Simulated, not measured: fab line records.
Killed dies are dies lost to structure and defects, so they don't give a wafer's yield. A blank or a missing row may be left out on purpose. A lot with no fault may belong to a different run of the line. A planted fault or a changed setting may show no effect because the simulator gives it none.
Chamber matching / flow gf180mcu / GF_CONTACT_CMP_04 on cmp-02: 4 sister chambers
The step polishes SiO2. 4 wafers are shown with their chamber, then 7 later ones without.

## WAFERS, EACH WITH ITS CHAMBER
wafer=L739.3; chamber=1; motor_current_A (A)=10.8
wafer=L741.1; chamber=0; motor_current_A (A)=11.5
wafer=L742.2; chamber=3; motor_current_A (A)=13.7
wafer=L742.4; chamber=2; motor_current_A (A)=11.4

## WAFERS WITHOUT THEIR CHAMBER
wafer=L742.6; motor_current_A (A)=10.8
wafer=L743.1; motor_current_A (A)=12.0
wafer=L743.3; motor_current_A (A)=13.1
wafer=L743.4; motor_current_A (A)=10.4
wafer=L744.3; motor_current_A (A)=10.9
wafer=L744.4; motor_current_A (A)=10.8
wafer=L744.6; motor_current_A (A)=11.4

## THE CHAMBER EACH PASSED THROUGH
wafer=L742.6; from the rows above=can't be placed: 1 or 2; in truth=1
wafer=L743.1; from the rows above=can't be placed: 0 or 2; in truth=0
wafer=L743.3; from the rows above=3; in truth=3
wafer=L743.4; from the rows above=can't be placed: 1 or 2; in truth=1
wafer=L744.3; from the rows above=can't be placed: 1 or 2 or 0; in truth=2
wafer=L744.4; from the rows above=can't be placed: 1 or 2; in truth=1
wafer=L744.6; from the rows above=can't be placed: 2 or 0 or 1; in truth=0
Placed correctly: 1 of 7. Can't be placed from these rows: 6 (the true chamber is among the candidates in 6). 0 placed wrongly.
How it was worked out, from the rows above alone: a wafer's distance from a chamber is the root of the sum, over the readings, of the square of ((its reading less the chamber's mean) divided by the reading's scatter). The wafer belongs to the nearest chamber; if the next one is less than 2 further off, it can't be placed. Each chamber's mean is taken over the wafers shown for it. The scatter: root of mean squared gap, hidden wafer to nearest shown wafer, with one shown wafer a chamber.
